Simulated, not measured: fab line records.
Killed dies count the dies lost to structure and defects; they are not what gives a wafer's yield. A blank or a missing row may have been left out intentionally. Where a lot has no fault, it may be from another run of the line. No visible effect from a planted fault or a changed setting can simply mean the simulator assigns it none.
A lot that was struck, set against a sound lot    flow gf180mcu    31 out of 602 route steps
Sound: the wafers L845.1, L845.2, L845.6. Struck: wafers L841.1, L841.3, L841.6. The cause comes at the end.
Order at every step that has rows: each side's tool, ch and its chambers, its first start. Under that, the readings that differ: sound wafers    struck wafers    difference of the means    sigmas: that difference in standard deviations of wafers without a fault.
alike: a reading whose means differ by less than 2 such deviations, as well as words and numbers matching on both sides. not compared: withheld readings; readings where some wafer has no value; bounds like >300 that might hide an equal value; numbers whose values overlap and for which the record gives no deviation.
Wherever a step has rows on one side only, a row that says differs or no value, or a row with sigmas, the two part there. Numbers that have no deviation but don't overlap get no sigmas and don't part them. Lack of a reading on every wafer of one side parts them only where that side has two or more wafers.

first, 1 step without rows for these wafers: GF_HV_LDD_CVD_56 (deposits Si3N4 from DCS/NH3, target thk 90 nm, time 1543 s).
GF_HV_LDD_THK_MEAS_57:
  sound on film_metro-01 at day 18 21:53; struck on film_metro-04 at day 17 10:45
  alike: HV_LDD_CVD_56_THK
GF_HV_LDD_ETCHBACK_58: etches Si3N4 in CH3F/O2, stops on SiO2, time 100 s, target depth 90 nm.
  sound on rie_diel-03 ch 1,2, day 18 21:56; struck on rie_diel-03 ch 2,3, day 17 10:49
reading                      sound        struck       difference  sigmas
drypump_motor_current_A (A)  6.5 6.0 6.5  4.8 6.5 4.8  -1.0        -2
  alike: bias_w, oes_product_au, throttle_valve_pct
  not compared: rf_hours_counter_h
then, 7 steps without rows for these wafers: GF_NSD_DEHYDRATE_00 (time 60 s); GF_NSD_HMDS_01 (prime time 60 s); GF_NSD_COAT_02 (resist thk 1000 nm); GF_NSD_SOFTBAKE_03 (time 60 s); GF_NSD_EXPOSE_04 (exposes mask Nplus, target cd 400 nm); GF_NSD_PEB_05; GF_NSD_DEVELOP_06 (develop time 60 s).
GF_NSD_CD_MEAS_07 targets a cd of 400 nm.
  sound on cd_sem-02 at day 19 22:26; struck on cd_sem-01 at day 18 09:57
  alike: cd_nm
GF_NSD_OVL_MEAS_08:
  sound on overlay-01 at day 19 22:34; struck on overlay-02 at day 18 10:04
  alike: NSD_OVL
GF_NSD_IMPLANT_09:
  sound on implanter-03 ch 0, day 19 22:36; struck on implanter-01 ch 0, day 18 10:06
reading                           sound                          struck                      difference  sigmas
beam_on_s (s)                     16.3 16.2 15.6                 10.3 9.8 9.8                -6.1        -4
dose_ions_cm2                     4.005e+15 4.005e+15 4.001e+15  7.07e+14 7.08e+14 7.06e+14  -3.30e+15   -99 or more
end_station_pressure_torr (Torr)  1.43e-05 1.51e-05 1.32e-05     8e-06 7.8e-06 8.5e-06       -6e-06      -5
faraday_current_uA                13426 13470 13912              3814 3968 3991              -9678       -9
  alike: beam_energy_keV
next, for these wafers, 1 step has no rows: GF_NSD_IMPLANT_10.
GF_NSD_STRIP_11: strips in O2/N2.
  sound on plasma_asher-04 ch 0,1, day 19 22:54; struck on plasma_asher-04 ch 0,1, day 18 10:24
reading                       sound              struck             difference  sigmas
oes_product_au (a.u.)         0.494 0.488 0.481  0.581 0.569 0.578  +0.088      +20
strip_time_to_endpoint_s (s)  23.02 23.04 23.01  17.07 17.06 16.98  -5.99       -99 or more
  alike: drypump_motor_current_A, heater_power_w
  not compared: rf_hours_counter_h
GF_NSD_TW_MEAS_12:
  sound on film_metro-03 at day 19 23:00; struck on film_metro-03 at day 18 10:44
reading  sound           struck          difference  sigmas
NSD_TW   4252 4259 4251  3999 3987 4004  -257        -8
  not compared: hold
then, 6 steps without rows for these wafers: GF_PSD_HMDS_01 (prime time 60 s); GF_PSD_COAT_02 (resist thk 1000 nm); GF_PSD_SOFTBAKE_03 (time 60 s); GF_PSD_EXPOSE_04 (exposes mask Pplus, target cd 400 nm); GF_PSD_PEB_05; GF_PSD_DEVELOP_06 (develop time 60 s).
GF_PSD_CD_MEAS_07 targets a cd of 400 nm.
  sound on cd_sem-01 at day 20 23:23; struck on cd_sem-02 at day 19 11:07
  alike: cd_nm
GF_PSD_OVL_MEAS_08:
  sound on overlay-02 at day 20 23:31; struck on overlay-02 at day 19 11:14
  alike: PSD_OVL
next, for these wafers, 1 step has no rows: GF_PSD_IMPLANT_09.
GF_PSD_STRIP_10: strips in O2/N2.
  sound on plasma_asher-01 ch 0,1, day 20 23:42; struck on plasma_asher-02 ch 0,1, day 19 11:25
  alike: drypump_motor_current_A, heater_power_w, oes_product_au, strip_time_to_endpoint_s
  not compared: rf_hours_counter_h
GF_PSD_TW_MEAS_11:
  sound on film_metro-04 at day 20 23:48; struck on film_metro-01 at day 19 11:31
  alike: PSD_TW
then, 1 step without rows for these wafers: GF_PSD_CLEAN_12 (cleans in SC1/SC2, time 150 s).
GF_PSD_RTA_13: time 20 s.
  sound on rtp_anneal-01 ch 0, day 20 23:58; struck on rtp_anneal-02 ch 0, day 19 11:37
  alike: lamp_power_pct, wafer_temp_C_max
GF_PSD_RS_MEAS_14: measures by four-point-probe.
  sound on film_metro-03 at day 21 00:03; struck on film_metro-01 at day 19 11:59
reading          sound              struck             difference  sigmas
NSD_RS (ohm/sq)  45.91 45.94 46.02  80.43 80.49 81.13  +34.73      +99 or more
  not compared: hold
GF_PASSIVATION_PROBE_99:
  rows exist in the record for the sound wafers here (prober-02, day 34 05:20), none for the struck ones

## WHERE THEY PART
Last at GF_PASSIVATION_PROBE_99 as far as this record goes, first at GF_HV_LDD_ETCHBACK_58.

WHY: what the simulator had put in
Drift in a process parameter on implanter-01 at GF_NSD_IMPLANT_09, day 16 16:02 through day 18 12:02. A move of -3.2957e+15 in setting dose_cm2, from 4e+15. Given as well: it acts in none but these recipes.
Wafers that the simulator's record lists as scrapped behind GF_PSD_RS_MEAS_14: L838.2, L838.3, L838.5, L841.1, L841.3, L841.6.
